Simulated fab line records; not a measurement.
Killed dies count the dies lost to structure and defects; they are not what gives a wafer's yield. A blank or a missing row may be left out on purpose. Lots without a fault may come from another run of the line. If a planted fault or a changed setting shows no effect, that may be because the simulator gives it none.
Which of the tools did it? -- flow sky130 -- Sampling: 24 lots, 72 wafers, 3 of 708 route steps

WHAT THE GAUGES READ, wafer by wafer
SKY_CAPM_THK_MEAS_01.
lot,measured,on,CAPM_CVD_00_THK (nm)
L074,day 36 03:18,film metro-01,15.32 15.37 15.36
L075,day 36 14:58,film metro-02,15.40 15.27 15.27
L076,day 36 22:33,film metro-02,15.67 15.55 15.67
L077,day 37 01:14,film metro-02,15.35 15.42 15.44
L078,day 37 18:07,film metro-04,15.31 15.33 15.29
L079,day 38 08:06,film metro-01,15.43 15.36 15.71
L081,day 38 17:34,film metro-01,15.26 15.62 15.95
L080,day 38 19:20,film metro-02,15.30 15.37 15.56
L082,day 38 21:55,film metro-02,15.56 15.35 15.81
L083,day 39 07:40,film metro-01,15.27 15.33 15.59
L085,day 40 14:23,film metro-04,15.24 15.34 15.50
L086,day 40 17:14,film metro-04,15.50 15.55 15.58
L084,day 40 17:54,film metro-02,15.65 15.42 15.49
L087,day 40 18:36,film metro-02,15.41 15.32 15.50
L088,day 40 19:04,film metro-02,15.02 15.34 15.39
L089,day 40 23:04,film metro-01,15.55 15.32 15.54
L090,day 41 02:17,film metro-01,15.18 15.03 15.52
L091,day 41 15:03,film metro-01,15.32 15.75 15.57
L092,day 42 10:25,film metro-01,15.58 15.65 15.60
L093,day 42 13:18,film metro-01,15.32 15.66 15.79
L094,day 42 16:18,film metro-02,15.22 15.64 15.66
L095,day 42 21:47,film metro-04,15.26 15.21 15.50
L096,day 43 03:46,film metro-01,15.28 15.27 15.81
L097,day 43 04:08,film metro-02,15.43 15.37 15.36

SKY_METAL3_CD_MEAS_13 targets a cd of 300 nm.
lot,measured,on,cd nm (nm)
L074,day 38 07:14,cd sem-02,297.5 297.7 296.5
L075,day 38 18:54,cd sem-02,299.1 298.8 298.4
L076,day 39 02:13,cd sem-02,299.5 299.0 298.6
L077,day 39 05:01,cd sem-02,302.4 302.7 302.3
L078,day 39 20:53,cd sem-01,300.8 301.9 300.8
L079,day 40 09:57,cd sem-01,301.9 301.9 301.5
L081,day 40 18:32,cd sem-02,301.0 298.8 300.2
L080,day 40 21:32,cd sem-02,298.7 298.0 298.7
L082,day 41 00:12,cd sem-02,300.9 298.6 299.9
L083,day 41 09:46,cd sem-02,299.7 300.5 299.4
L085,day 42 14:55,cd sem-02,301.7 300.9 301.8
L086,day 42 17:03,cd sem-02,301.3 300.1 300.0
L084,day 42 18:04,cd sem-01,299.9 299.6 299.0
L087,day 42 19:39,cd sem-02,301.8 301.8 301.4
L088,day 42 19:46,cd sem-01,299.4 300.9 300.1
L089,day 42 22:28,cd sem-01,299.9 301.4 300.7
L090,day 43 01:55,cd sem-02,298.6 298.9 297.5
L091,day 43 13:19,cd sem-02,299.3 298.5 299.4
L092,day 44 08:35,cd sem-01,301.2 301.0 298.8
L093,day 44 11:19,cd sem-01,298.6 299.5 300.0
L094,day 44 14:45,cd sem-02,300.1 300.1 299.6
L095,day 44 19:12,cd sem-01,299.4 300.1 299.3
L096,day 45 01:22,cd sem-01,298.9 299.7 300.1
L097,day 45 02:07,cd sem-02,298.9 296.5 298.7

TOOL THAT RAN EACH LOT (tool first, then ch and the chambers of the sampled wafers, then the start)
lot,SKY_METAL3_SPUTTER_03
L074,"pvd sputter-01, day 36 03:11"
L075,"pvd sputter-01, day 36 14:52"
L076,"pvd sputter-03, day 36 22:28"
L077,"pvd sputter-03, day 37 01:09"
L078,"pvd sputter-01, day 37 18:00"
L079,"pvd sputter-02, day 38 08:01"
L081,"pvd sputter-01, day 38 17:28"
L080,"pvd sputter-01, day 38 19:14"
L082,"pvd sputter-02, day 38 21:49"
L083,"pvd sputter-03, day 39 07:34"
L085,"pvd sputter-03, day 40 14:17"
L086,"pvd sputter-03, day 40 17:09"
L084,"pvd sputter-02, day 40 17:47"
L087,"pvd sputter-02, day 40 18:31"
L088,"pvd sputter-01, day 40 18:58"
L089,"pvd sputter-02, day 40 22:59"
L090,"pvd sputter-01, day 41 02:12"
L091,"pvd sputter-03, day 41 14:57"
L092,"pvd sputter-02, day 42 10:19"
L093,"pvd sputter-03, day 42 13:13"
L094,"pvd sputter-03, day 42 16:11"
L095,"pvd sputter-03, day 42 21:41"
L096,"pvd sputter-02, day 43 03:40"
L097,"pvd sputter-02, day 43 04:02"
- SKY_METAL3_SPUTTER_03: material Ti, target thk 5 nm, time 3.3 s.

WHAT THE TOOLS THEMSELVES READ (means of the sampled wafers that have a number; where no wafer has one, the mark that the record gives instead)
SKY_METAL3_SPUTTER_03.
lot,tool,throttle valve pct (%)
L074,pvd sputter-01,30.3
L075,pvd sputter-01,30.7
L076,pvd sputter-03,30.4
L077,pvd sputter-03,30.6
L078,pvd sputter-01,30.3
L079,pvd sputter-02,30.3
L081,pvd sputter-01,30.4
L080,pvd sputter-01,30.1
L082,pvd sputter-02,29.8
L083,pvd sputter-03,30.6
L085,pvd sputter-03,30.1
L086,pvd sputter-03,30.5
L084,pvd sputter-02,31.0
L087,pvd sputter-02,31.0
L088,pvd sputter-01,30.5
L089,pvd sputter-02,30.7
L090,pvd sputter-01,30.3
L091,pvd sputter-03,30.3
L092,pvd sputter-02,30.9
L093,pvd sputter-03,30.0
L094,pvd sputter-03,29.9
L095,pvd sputter-03,30.0
L096,pvd sputter-02,30.4
L097,pvd sputter-02,30.4

THE ANSWER, worked out from the rows above alone
Rule: the usual values come from the lots themselves. Put in order of their means at a reading, lots are off if they are a third of the lots or fewer, leave a main group of 4 or more, and stand apart from it by a gap of 3 or more times the standard deviation of the main group's means; of several such gaps the widest counts. The tables above print the reading to a certain number of digits; a main group whose means all agree to those digits is not used. A lot without any number at a reading at which 4 lots or more have one is off too. Where the step has rows for the other lots, those lots are counted as sound. First the gauges in route order, then the tools' own readings, where a lot's mean is used as printed above. The first step at which some lot is off is used, and at that step the reading that is off furthest; a lot without a number counts as furthest.
Across all readings shown, no lot is off: no conclusion can be drawn from this.

WHAT THE SIMULATOR HAD INSERTED
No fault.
